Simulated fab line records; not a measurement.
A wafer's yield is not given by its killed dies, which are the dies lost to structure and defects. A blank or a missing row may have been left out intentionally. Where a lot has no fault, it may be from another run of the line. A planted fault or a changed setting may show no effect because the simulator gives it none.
The tool behind it: which one? || flow sky130 || 12 lots, 34 wafers sampled, at 7 steps of a route of 708

== WHAT THE GAUGES READ, wafer by wafer ==
SKY_LDD_HVN_OVL_MEAS_07. Usual: for LDD_HVN_OVL the level is -0.6 nm and the standard deviation is 1.3.
{"lot": "L760", "measured": "day 21 20:00", "on": "overlay-01", "LDD_HVN_OVL (nm)": "-0.3 -2.2 -1.4", "flag": ""}
{"lot": "L763", "measured": "day 22 23:58", "on": "overlay-02", "LDD_HVN_OVL (nm)": "-3.2 -2.4 -1.8", "flag": ""}
{"lot": "L765", "measured": "day 23 08:03", "on": "overlay-02", "LDD_HVN_OVL (nm)": "-1.0 0.5 0.4", "flag": ""}
{"lot": "L766", "measured": "day 24 03:57", "on": "overlay-01", "LDD_HVN_OVL (nm)": "-1.7 -0.5", "flag": ""}
{"lot": "L768", "measured": "day 24 20:57", "on": "overlay-01", "LDD_HVN_OVL (nm)": "1.0 0.1", "flag": ""}
{"lot": "L775", "measured": "day 26 03:25", "on": "overlay-01", "LDD_HVN_OVL (nm)": "-0.9 -1.0 -1.3", "flag": ""}
{"lot": "L776", "measured": "day 26 12:36", "on": "overlay-01", "LDD_HVN_OVL (nm)": "0.9 -1.8 -0.2", "flag": ""}
{"lot": "L777", "measured": "day 27 03:52", "on": "overlay-01", "LDD_HVN_OVL (nm)": "-0.2 -0.5 0.1", "flag": ""}
{"lot": "L779", "measured": "day 27 06:44", "on": "overlay-02", "LDD_HVN_OVL (nm)": "1.3 -0.5 -0.7", "flag": ""}
{"lot": "L781", "measured": "day 28 02:02", "on": "overlay-02", "LDD_HVN_OVL (nm)": "0.0 1.3 0.4", "flag": ""}
{"lot": "L782", "measured": "day 28 06:17", "on": "overlay-01", "LDD_HVN_OVL (nm)": "-0.6 -2.9 -1.1", "flag": ""}
{"lot": "L783", "measured": "day 28 10:51", "on": "overlay-01", "LDD_HVN_OVL (nm)": "-1.0 -0.2 -0.6", "flag": ""}

SKY_SPACER_THK_MEAS_01. Usual: for SPACER_CVD_00_THK the level is 43.0 nm and the standard deviation is 0.41.
{"lot": "L760", "measured": "day 24 11:35", "on": "film_metro-02", "SPACER_CVD_00_THK (nm)": "43.1 43.1 43.1", "flag": ""}
{"lot": "L763", "measured": "day 25 13:41", "on": "film_metro-02", "SPACER_CVD_00_THK (nm)": "42.9 43.5 42.9", "flag": ""}
{"lot": "L765", "measured": "day 25 20:15", "on": "film_metro-04", "SPACER_CVD_00_THK (nm)": "43.9 43.5 43.9", "flag": ""}
{"lot": "L766", "measured": "day 26 17:13", "on": "film_metro-02", "SPACER_CVD_00_THK (nm)": "43.5 43.4", "flag": ""}
{"lot": "L768", "measured": "day 27 10:17", "on": "film_metro-03", "SPACER_CVD_00_THK (nm)": "43.2 43.2", "flag": ""}
{"lot": "L775", "measured": "day 28 18:23", "on": "film_metro-02", "SPACER_CVD_00_THK (nm)": "42.6 42.7 42.4", "flag": ""}
{"lot": "L776", "measured": "day 28 23:17", "on": "film_metro-02", "SPACER_CVD_00_THK (nm)": "42.7 42.5 42.2", "flag": ""}
{"lot": "L777", "measured": "day 29 12:31", "on": "film_metro-02", "SPACER_CVD_00_THK (nm)": "43.1 43.0 43.1", "flag": ""}
{"lot": "L779", "measured": "day 29 16:07", "on": "film_metro-02", "SPACER_CVD_00_THK (nm)": "42.9 42.9 42.5", "flag": ""}
{"lot": "L781", "measured": "day 30 13:09", "on": "film_metro-02", "SPACER_CVD_00_THK (nm)": "42.6 42.4 42.7", "flag": ""}
{"lot": "L782", "measured": "day 30 20:56", "on": "film_metro-04", "SPACER_CVD_00_THK (nm)": "42.8 42.7 42.9", "flag": ""}
{"lot": "L783", "measured": "day 31 00:47", "on": "film_metro-03", "SPACER_CVD_00_THK (nm)": "42.7 42.8 43.1", "flag": ""}

SKY_SD_P_TW_MEAS_11. Usual: for SD_P_TW the level is 2825 and the standard deviation is 13.
{"lot": "L760", "measured": "day 26 21:39", "on": "film_metro-02", "SD_P_TW": "2833 2812 2815", "flag": ""}
{"lot": "L763", "measured": "day 28 00:31", "on": "film_metro-03", "SD_P_TW": "2836 2815 2806", "flag": ""}
{"lot": "L765", "measured": "day 28 05:24", "on": "film_metro-01", "SD_P_TW": "2839 2819 2826", "flag": ""}
{"lot": "L766", "measured": "day 29 01:13", "on": "film_metro-02", "SD_P_TW": "2715 2817", "flag": "OFF"}
{"lot": "L768", "measured": "day 29 17:31", "on": "film_metro-03", "SD_P_TW": "2703 2731", "flag": "OFF"}
{"lot": "L775", "measured": "day 31 02:11", "on": "film_metro-02", "SD_P_TW": "2814 2828 2821", "flag": ""}
{"lot": "L776", "measured": "day 31 08:10", "on": "film_metro-01", "SD_P_TW": "2802 2800 2827", "flag": ""}
{"lot": "L777", "measured": "day 31 19:58", "on": "film_metro-01", "SD_P_TW": "2830 2835 2835", "flag": ""}
{"lot": "L779", "measured": "day 32 00:33", "on": "film_metro-02", "SD_P_TW": "2834 2839 2840", "flag": ""}
{"lot": "L781", "measured": "day 32 21:49", "on": "film_metro-02", "SD_P_TW": "2851 2825 2826", "flag": ""}
{"lot": "L782", "measured": "day 33 02:22", "on": "film_metro-03", "SD_P_TW": "2817 2817 2829", "flag": ""}
{"lot": "L783", "measured": "day 33 06:24", "on": "film_metro-03", "SD_P_TW": "2812 2833 2822", "flag": ""}

SKY_SD_N_OVL_MEAS_08. Usual: for SD_N_OVL the level is -0.3 nm and the standard deviation is 1.2.
{"lot": "L760", "measured": "day 29 04:25", "on": "overlay-01", "SD_N_OVL (nm)": "0.3 0.4 0.4", "flag": ""}
{"lot": "L763", "measured": "day 30 07:11", "on": "overlay-02", "SD_N_OVL (nm)": "-1.6 -1.4 -1.8", "flag": ""}
{"lot": "L765", "measured": "day 30 10:28", "on": "overlay-01", "SD_N_OVL (nm)": "-1.2 -1.5 -0.5", "flag": ""}
{"lot": "L766", "measured": "day 31 09:31", "on": "overlay-02", "SD_N_OVL (nm)": "-1.1 1.6", "flag": ""}
{"lot": "L768", "measured": "day 32 00:17", "on": "overlay-01", "SD_N_OVL (nm)": "-0.2 0.0", "flag": ""}
{"lot": "L775", "measured": "day 33 08:11", "on": "overlay-02", "SD_N_OVL (nm)": "-1.2 1.2 1.0", "flag": ""}
{"lot": "L776", "measured": "day 33 13:44", "on": "overlay-01", "SD_N_OVL (nm)": "-0.2 -0.8 -1.6", "flag": ""}
{"lot": "L777", "measured": "day 34 00:14", "on": "overlay-02", "SD_N_OVL (nm)": "-0.2 -0.5 0.6", "flag": ""}
{"lot": "L779", "measured": "day 34 03:31", "on": "overlay-02", "SD_N_OVL (nm)": "-1.7 -0.9 -0.4", "flag": ""}
{"lot": "L781", "measured": "day 35 01:49", "on": "overlay-02", "SD_N_OVL (nm)": "-2.0 -1.1 -0.7", "flag": ""}
{"lot": "L782", "measured": "day 35 06:58", "on": "overlay-02", "SD_N_OVL (nm)": "-0.6 -0.3 1.8", "flag": ""}
{"lot": "L783", "measured": "day 35 09:37", "on": "overlay-02", "SD_N_OVL (nm)": "-1.6 0.5 0.9", "flag": ""}

SKY_SD_N_RS_MEAS_17: measurement is done with a four-point probe. Usual: for SD_P_RS the level is 146.8 ohm/sq and the standard deviation is 0.35.
{"lot": "L760", "measured": "day 29 05:15", "on": "film_metro-02", "SD_P_RS (ohm/sq)": "146.8 147.0 147.1", "flag": ""}
{"lot": "L763", "measured": "day 30 08:02", "on": "film_metro-03", "SD_P_RS (ohm/sq)": "146.6 146.7 147.4", "flag": ""}
{"lot": "L765", "measured": "day 30 11:19", "on": "film_metro-02", "SD_P_RS (ohm/sq)": "146.8 147.4 147.3", "flag": ""}
{"lot": "L766", "measured": "day 31 10:22", "on": "film_metro-01", "SD_P_RS (ohm/sq)": "149.6 146.1", "flag": ""}
{"lot": "L768", "measured": "day 32 01:11", "on": "film_metro-02", "SD_P_RS (ohm/sq)": "150.4 149.7", "flag": "OFF"}
{"lot": "L775", "measured": "day 33 09:03", "on": "film_metro-01", "SD_P_RS (ohm/sq)": "146.7 146.7 146.7", "flag": ""}
{"lot": "L776", "measured": "day 33 14:35", "on": "film_metro-01", "SD_P_RS (ohm/sq)": "147.5 147.2 147.2", "flag": ""}
{"lot": "L777", "measured": "day 34 01:09", "on": "film_metro-02", "SD_P_RS (ohm/sq)": "146.7 146.8 146.8", "flag": ""}
{"lot": "L779", "measured": "day 34 04:22", "on": "film_metro-03", "SD_P_RS (ohm/sq)": "146.9 146.9 146.2", "flag": ""}
{"lot": "L781", "measured": "day 35 02:49", "on": "film_metro-01", "SD_P_RS (ohm/sq)": "146.6 146.5 146.8", "flag": ""}
{"lot": "L782", "measured": "day 35 07:49", "on": "film_metro-03", "SD_P_RS (ohm/sq)": "147.0 147.1 146.5", "flag": ""}
{"lot": "L783", "measured": "day 35 10:28", "on": "film_metro-02", "SD_P_RS (ohm/sq)": "146.2 146.7 146.4", "flag": ""}

== EACH LOT AND THE TOOL THAT RAN IT (in order: tool; ch and the chambers of the sampled wafers; start) ==
{"lot": "L760", "SKY_SD_P_IMPLANT_09": "implanter-02 ch 0, day 26 21:24", "SKY_SD_P_STRIP_10": "plasma_asher-04 ch 0,1, day 26 21:33"}
{"lot": "L763", "SKY_SD_P_IMPLANT_09": "implanter-04 ch 0, day 28 00:17", "SKY_SD_P_STRIP_10": "plasma_asher-01 ch 0,1, day 28 00:25"}
{"lot": "L765", "SKY_SD_P_IMPLANT_09": "implanter-04 ch 0, day 28 05:09", "SKY_SD_P_STRIP_10": "plasma_asher-03 ch 0,1, day 28 05:18"}
{"lot": "L766", "SKY_SD_P_IMPLANT_09": "implanter-04 ch 0, day 29 00:59", "SKY_SD_P_STRIP_10": "plasma_asher-03 ch 0,1, day 29 01:06"}
{"lot": "L768", "SKY_SD_P_IMPLANT_09": "implanter-04 ch 0, day 29 17:17", "SKY_SD_P_STRIP_10": "plasma_asher-03 ch 0, day 29 17:24"}
{"lot": "L775", "SKY_SD_P_IMPLANT_09": "implanter-03 ch 0, day 31 01:58", "SKY_SD_P_STRIP_10": "plasma_asher-03 ch 0,1, day 31 02:05"}
{"lot": "L776", "SKY_SD_P_IMPLANT_09": "implanter-03 ch 0, day 31 07:56", "SKY_SD_P_STRIP_10": "plasma_asher-03 ch 1, day 31 08:03"}
{"lot": "L777", "SKY_SD_P_IMPLANT_09": "implanter-02 ch 0, day 31 19:44", "SKY_SD_P_STRIP_10": "plasma_asher-01 ch 0,1, day 31 19:53"}
{"lot": "L779", "SKY_SD_P_IMPLANT_09": "implanter-02 ch 0, day 32 00:18", "SKY_SD_P_STRIP_10": "plasma_asher-01 ch 0,1, day 32 00:27"}
{"lot": "L781", "SKY_SD_P_IMPLANT_09": "implanter-03 ch 0, day 32 21:34", "SKY_SD_P_STRIP_10": "plasma_asher-03 ch 0,1, day 32 21:43"}
{"lot": "L782", "SKY_SD_P_IMPLANT_09": "implanter-02 ch 0, day 33 02:07", "SKY_SD_P_STRIP_10": "plasma_asher-01 ch 0,1, day 33 02:16"}
{"lot": "L783", "SKY_SD_P_IMPLANT_09": "implanter-04 ch 0, day 33 06:09", "SKY_SD_P_STRIP_10": "plasma_asher-04 ch 0,1, day 33 06:18"}
- SKY_SD_P_IMPLANT_09
- SKY_SD_P_STRIP_10: strips in O2/N2.

== AS READ BY THE TOOLS THEMSELVES (means over the sampled wafers that have a number; for cases with no such wafer, the mark the record gives instead) ==
SKY_SD_P_STRIP_10. Usual: drypump_motor_current_A 5.8 A, standard deviation 0.41; oes_product_au 0.617 a.u., standard deviation 0.0048; strip_time_to_endpoint_s 17.49 s, standard deviation 0.042.
{"lot": "L760", "tool": "plasma_asher-04", "drypump_motor_current_A (A)": 5.7, "oes_product_au (a.u.)": 0.617, "strip_time_to_endpoint_s (s)": 17.47, "flag": ""}
{"lot": "L763", "tool": "plasma_asher-01", "drypump_motor_current_A (A)": 5.9, "oes_product_au (a.u.)": 0.618, "strip_time_to_endpoint_s (s)": 17.49, "flag": ""}
{"lot": "L765", "tool": "plasma_asher-03", "drypump_motor_current_A (A)": 6.0, "oes_product_au (a.u.)": 0.616, "strip_time_to_endpoint_s (s)": 17.53, "flag": ""}
{"lot": "L766", "tool": "plasma_asher-03", "drypump_motor_current_A (A)": 5.9, "oes_product_au (a.u.)": 0.621, "strip_time_to_endpoint_s (s)": 17.25, "flag": "OFF"}
{"lot": "L768", "tool": "plasma_asher-03", "drypump_motor_current_A (A)": 6.2, "oes_product_au (a.u.)": 0.629, "strip_time_to_endpoint_s (s)": 17.08, "flag": "OFF"}
{"lot": "L775", "tool": "plasma_asher-03", "drypump_motor_current_A (A)": 5.8, "oes_product_au (a.u.)": 0.613, "strip_time_to_endpoint_s (s)": 17.56, "flag": ""}
{"lot": "L776", "tool": "plasma_asher-03", "drypump_motor_current_A (A)": 5.6, "oes_product_au (a.u.)": 0.619, "strip_time_to_endpoint_s (s)": 17.52, "flag": ""}
{"lot": "L777", "tool": "plasma_asher-01", "drypump_motor_current_A (A)": 5.9, "oes_product_au (a.u.)": 0.617, "strip_time_to_endpoint_s (s)": 17.54, "flag": ""}
{"lot": "L779", "tool": "plasma_asher-01", "drypump_motor_current_A (A)": 5.9, "oes_product_au (a.u.)": 0.617, "strip_time_to_endpoint_s (s)": 17.45, "flag": ""}
{"lot": "L781", "tool": "plasma_asher-03", "drypump_motor_current_A (A)": 6.0, "oes_product_au (a.u.)": 0.610, "strip_time_to_endpoint_s (s)": 17.47, "flag": ""}
{"lot": "L782", "tool": "plasma_asher-01", "drypump_motor_current_A (A)": 5.6, "oes_product_au (a.u.)": 0.614, "strip_time_to_endpoint_s (s)": 17.51, "flag": ""}
{"lot": "L783", "tool": "plasma_asher-04", "drypump_motor_current_A (A)": 5.7, "oes_product_au (a.u.)": 0.614, "strip_time_to_endpoint_s (s)": 17.53, "flag": ""}

== THE ANSWER, worked out from the rows above alone ==
Rule: a lot is off if the mean of its wafers that have a number lies more than 3 standard deviations from the usual mean. A lot without any number at a reading at which 4 lots or more have one is off too. Any other lot the step has rows for is counted as sound. Order of review: gauges by route order, followed by the tools' own readings, for which a lot's mean as printed above is used. The first step at which some lot is off is used, and at that step the reading that is off furthest; a lot without a number counts as furthest.
Off: L766, L768, seen at SKY_SD_P_TW_MEAS_11 (SD_P_TW).
A tool fits if, at a process step before that reading, it ran every lot that is off, and no sound lot after the first of them. Not tried: the gauges at SKY_SD_P_TW_MEAS_11; whatever is off there is also off at SKY_SD_P_STRIP_10, on other tools, and gauge error can't account for it. Of those tried, none fits.

== WHAT THE SIMULATOR HAD INSERTED ==
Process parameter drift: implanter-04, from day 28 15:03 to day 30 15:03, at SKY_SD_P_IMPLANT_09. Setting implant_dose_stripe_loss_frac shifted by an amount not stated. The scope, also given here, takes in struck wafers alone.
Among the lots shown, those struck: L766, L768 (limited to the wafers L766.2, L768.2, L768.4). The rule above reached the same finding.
